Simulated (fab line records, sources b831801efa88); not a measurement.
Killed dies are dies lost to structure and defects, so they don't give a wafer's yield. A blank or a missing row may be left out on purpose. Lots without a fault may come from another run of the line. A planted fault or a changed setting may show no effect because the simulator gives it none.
fab line records | flow sfq_line | part 2 of 2: steps 23 to 33 of 33
record lots=5 wafers=15 last_day=79
route steps=325 shown M7@289 I7@296 M8@311
lots that met no fault: from a run of the same line without faults
start_h: hours from the record's first day to the start of the lot's first wafer shown | wait_h: hours since the lot's step before | " the same as in the row above | L1.1+2: a row that stands for several wafers | - no value, or no start given | * or withheld: withheld | < > ~ a bound
route shown NAME@n: a module of which the file shows steps, and the number in the route of the first | usual: mean/standard deviation of fault-free wafers | same: alike in all rows | chamber/n: place in a boat | sites: the reading at each site | _std_site: their standard deviation | _edge_site: outer sites' mean less inner sites' | radius_mm: how far each site lies from the wafer's centre | mask NAME#n: copy n | behind: the tool/chamber that last shaped the wafer | hold: why the lot was held/for how many hours/how that ended | device: the transistor (n, p or np) that didn't switch | end of line: the same wafers' tests at the end of the route | a step without rows: its recipe alone | killed: dies lost to structure and defects at the first sort, not the wafer's yield | map: a wafer's dies, x killed, . not, _ none there
set.NAME: the setting as run; set.NAME@STEP: as run at that earlier step | model.NAME: the simulator's own value behind a step, which no gauge read
lots at some steps of the route; a table a step, a row a wafer
services: from which hour (start_h, from the record's first day; less than 0 if before it) a tool's chamber was out of use, for how many hours, and why
## steps
# step SFQ_TRILAYER_M8_LITHO_LOR_COAT_197
# recipe resist=lift-off spin_rpm=3000
# usual chill_plate_temp_C=22.96/0.12 exhaust_pa=45.2/0.86
# columns lot.wafer tool chamber start_h wait_h chill_plate_temp_C exhaust_pa
L076.3 litho_track-01 0 1691.69 0.1 23.16 45.3
L076.4 " 0 " " 23.03 46.7
L076.6 " 0 " " 23.05 44.5
L080.1 litho_track-01 0 1705.21 0.0 23.05 45.0
L080.2 " 0 " " 23.11 45.1
L080.4 " 0 " " 23.07 45.5
L086.1 litho_track-04 0 1845.05 0.0 22.97 44.5
L086.5 " 0 " " 23.08 45.7
L086.6 " 0 " " 22.97 45.3
L090.2 litho_track-04 0 1893.99 0.1 22.89 44.1
L090.4 " 0 " " 22.86 44.7
L090.6 " 0 " " 23.00 44.0
L091.1 litho_track-01 0 1898.09 0.0 23.09 44.8
L091.3 " 0 " " 23.00 44.6
L091.5 " 0 " " 22.80 45.0
# step SFQ_TRILAYER_M8_LITHO_LOR_BAKE_198
# recipe resist=lift-off temp_c=withheld time_s=withheld
# usual chill_plate_temp_C=* exhaust_pa=44.9/0.99
# columns lot.wafer tool chamber start_h wait_h chill_plate_temp_C exhaust_pa
L076.3 litho_track-01 0 1692.08 0.3 * 44.7
L076.4 " 0 " " * 43.7
L076.6 " 0 " " * 44.5
L080.1 litho_track-01 0 1705.51 0.2 * 46.0
L080.2 " 0 " " * 44.4
L080.4 " 0 " " * 45.0
L086.1 litho_track-04 0 1845.35 0.2 * 45.6
L086.5 " 0 " " * 45.5
L086.6 " 0 " " * 44.9
L090.2 litho_track-04 0 1894.33 0.3 * 44.9
L090.4 " 0 " " * 45.6
L090.6 " 0 " " * 44.3
L091.1 litho_track-01 0 1898.39 0.2 * 46.5
L091.3 " 0 " " * 44.7
L091.5 " 0 " " * 44.8
# step SFQ_TRILAYER_M8_LITHO_COAT_193
# recipe resist=KrF spin_rpm=3000 resist_thk_nm=600
# usual chill_plate_temp_C=23.00/0.11 exhaust_pa=45.0/1
# columns lot.wafer tool chamber start_h wait_h chill_plate_temp_C exhaust_pa
L076.3 litho_track-01 0 - - 23.25 44.4
L076.4 " 0 " " 23.12 46.3
L076.6 " 0 " " 23.09 45.6
L080.1 litho_track-01 0 - - 22.91 45.1
L080.2 " 0 " " 22.91 44.3
L080.4 " 0 " " 22.94 45.6
L086.1 litho_track-04 0 - - 22.92 44.4
L086.5 " 0 " " 22.85 46.3
L086.6 " 0 " " 22.98 46.2
L090.2 litho_track-04 0 - - 23.02 45.5
L090.4 " 0 " " 22.86 45.1
L090.6 " 0 " " 22.85 43.8
L091.1 litho_track-01 0 - - 22.97 45.7
L091.3 " 0 " " 23.09 45.7
L091.5 " 0 " " 22.94 45.4
# step SFQ_TRILAYER_M8_LITHO_SOFTBAKE_199
# recipe temp_c=withheld time_s=withheld resist=KrF
# usual chill_plate_temp_C=* exhaust_pa=44.9/0.88
# columns lot.wafer tool chamber start_h wait_h chill_plate_temp_C exhaust_pa
L076.3 litho_track-01 0 - - * 46.3
L076.4 " 0 " " * 46.2
L076.6 " 0 " " * 47.1
L080.1 litho_track-01 0 - - * 46.6
L080.2 " 0 " " * 46.0
L080.4 " 0 " " * 46.1
L086.1 litho_track-04 0 - - * 44.5
L086.5 " 0 " " * 44.0
L086.6 " 0 " " * 45.2
L090.2 litho_track-04 0 - - * 44.8
L090.4 " 0 " " * 44.1
L090.6 " 0 " " * 45.4
L091.1 litho_track-01 0 - - * 45.4
L091.3 " 0 " " * 47.1
L091.5 " 0 " " * 45.2
# step SFQ_TRILAYER_M8_LITHO_EXPOSE_194
# recipe mask_id=M8 na=0.6 source_shape=conventional sigma_outer=0.65 target_cd_nm=2000 dose_mj=14.4
# columns lot.wafer tool chamber start_h wait_h mask
L076.3+4+6 krf_scanner-02 0 1776.74 - M8#0
L080.1+2+4 krf_scanner-02 0 1797.61 - M8#0
L086.1+5+6 krf_scanner-02 0 1846.35 - M8#0
L090.2+4+6 krf_scanner-02 0 1896.85 - M8#0
L091.1+3+5 krf_scanner-02 0 - - M8#0
# step SFQ_TRILAYER_M8_LITHO_PEB_196
# recipe peb_temp_c=115 peb_time_s=60 resist=KrF
# usual chill_plate_temp_C=22.99/0.13 exhaust_pa=44.8/0.95
# same peb_time_s=60
# columns lot.wafer tool chamber start_h wait_h chill_plate_temp_C exhaust_pa
L076.3 litho_track-04 0 1777.59 0.7 22.97 46.0
L076.4 " 0 " " 22.75 45.4
L076.6 " 0 " " 23.02 45.1
L080.1 litho_track-02 0 1798.81 1.0 22.91 44.6
L080.2 " 0 " " 22.87 44.9
L080.4 " 0 " " 22.93 43.6
L086.1 litho_track-04 0 1847.55 1.0 22.94 46.7
L086.5 " 0 " " 23.03 46.2
L086.6 " 0 " " 22.90 44.7
L090.2 litho_track-04 0 1897.88 0.8 22.99 44.5
L090.4 " 0 " " 23.21 44.5
L090.6 " 0 " " 23.25 46.0
L091.1 litho_track-02 0 - - 23.11 44.7
L091.3 " 0 " " 23.02 46.1
L091.5 " 0 " " 23.23 44.8
# step SFQ_TRILAYER_M8_LITHO_DEVELOP_195
# recipe img_clear_s=15 time_s=55 resist=KrF
# usual chill_plate_temp_C=23.02/0.095 exhaust_pa=44.9/0.89
# columns lot.wafer tool chamber start_h wait_h chill_plate_temp_C exhaust_pa
L076.3 litho_track-04 0 1777.74 0.1 22.90 44.8
L076.4 " 0 " " 22.88 44.6
L076.6 " 0 " " 22.96 45.4
L080.1 litho_track-02 0 1798.96 0.1 23.00 46.0
L080.2 " 0 " " 22.89 45.0
L080.4 " 0 " " 22.93 44.5
L086.1 litho_track-04 0 1847.70 0.1 23.12 45.6
L086.5 " 0 " " 22.91 44.5
L086.6 " 0 " " 22.95 45.3
L090.2 litho_track-04 0 1898.03 0.1 22.82 44.0
L090.4 " 0 " " 22.86 43.6
L090.6 " 0 " " 22.85 44.8
L091.1 litho_track-02 0 1901.00 0.1 23.09 45.1
L091.3 " 0 " " 23.20 45.9
L091.5 " 0 " " 23.17 46.5
# step SFQ_M8_OVL_MEAS_948
# usual M8_OVL=0/5.4
# columns lot.wafer tool chamber start_h wait_h M8_OVL[nm]
L076.3 overlay-02 - 1777.84 0.1 -6
L076.4 " - " " -4
L076.6 " - " " -4
L080.1 overlay-01 - 1799.10 0.1 3
L080.2 " - " " 10
L080.4 " - " " 2
L086.1 overlay-02 - 1847.84 0.1 1
L086.5 " - " " 0
L086.6 " - " " 3
L090.2 overlay-01 - 1898.15 0.1 3
L090.4 " - " " 4
L090.6 " - " " 10
L091.1 overlay-01 - 1901.14 0.1 5
L091.3 " - " " 0
L091.5 " - " " 6
# step SFQ_TRILAYER_M8_DEP_EVAP_197
# recipe material=Ti angular_spread_deg=1 target_thk_nm=20 time_s=100 power_w=2000
# columns lot.wafer tool chamber start_h wait_h
L076.3+4+6 pvd_sputter-02 - 1777.87 0.0
L080.1+2+4 pvd_sputter-02 - 1799.14 0.0
L086.1+5+6 pvd_sputter-02 - 1847.88 0.0
L090.2+4+6 pvd_sputter-02 - 1898.18 0.0
L091.1+3+5 pvd_sputter-01 - 1901.18 0.0
# step SFQ_TRILAYER_M8_DEP_EVAP_198
# recipe material=Pt angular_spread_deg=1 target_thk_nm=50 time_s=250 power_w=2000
# columns lot.wafer tool chamber start_h wait_h
L076.3+4+6 pvd_sputter-02 - 1777.94 0.0
L080.1+2+4 pvd_sputter-02 - 1799.21 0.0
L086.1+5+6 pvd_sputter-02 - 1847.95 0.0
L090.2+4+6 pvd_sputter-02 - 1898.25 0.0
L091.1+3+5 pvd_sputter-01 - 1901.25 0.0
# step SFQ_TRILAYER_M8_DEP_EVAP_196
# recipe material=Au angular_spread_deg=1 target_thk_nm=180 time_s=943.4 power_w=2000
# columns lot.wafer tool chamber start_h wait_h
L076.3+4+6 pvd_sputter-02 - 1778.10 0.1
L080.1+2+4 pvd_sputter-02 - 1799.37 0.1
L086.1+5+6 pvd_sputter-02 - 1848.10 0.1
L090.2+4+6 pvd_sputter-02 - 1898.41 0.1
L091.1+3+5 pvd_sputter-01 - 1901.41 0.1
## services
# columns tool chamber start_h hours kind
pvd_sputter-01 - 1654.83 0.6 repair
rie_diel-04 - 1662.88 0.8 repair
krf_scanner-02 - 1671.04 0.5 repair
krf_scanner-02 - 1685.53 1.0 pm
krf_scanner-02 - 1710.80 1.3 pm
wet_bench-01 - 1718.54 1.7 repair
krf_scanner-02 - 1767.69 0.3 repair
krf_scanner-02 - 1771.65 0.8 pm
rie_diel-03 - 1772.71 0.2 repair
krf_scanner-02 - 1782.00 3.4 repair
pvd_sputter-02 - 1783.43 2.6 repair
krf_scanner-02 - 1786.87 4.0 pm
rie_diel-03 3 1788.68 19.7 repair
rie_diel-03 1 1794.92 3.2 repair
pvd_sputter-02 - 1826.52 1.7 repair
krf_scanner-02 - 1833.58 0.7 repair
rie_metal-02 - 1844.51 0.4 repair
krf_scanner-02 - 1854.50 1.0 pm
rie_diel-04 3 1861.62 6.1 repair
rie_diel-03 1 1870.11 7.6 repair
pvd_sputter-02 - 1872.90 4.4 repair
pvd_sputter-02 - 1874.81 1.2 repair
krf_scanner-02 - 1885.98 1.3 pm
rie_diel-03 1 1895.43 2.4 repair
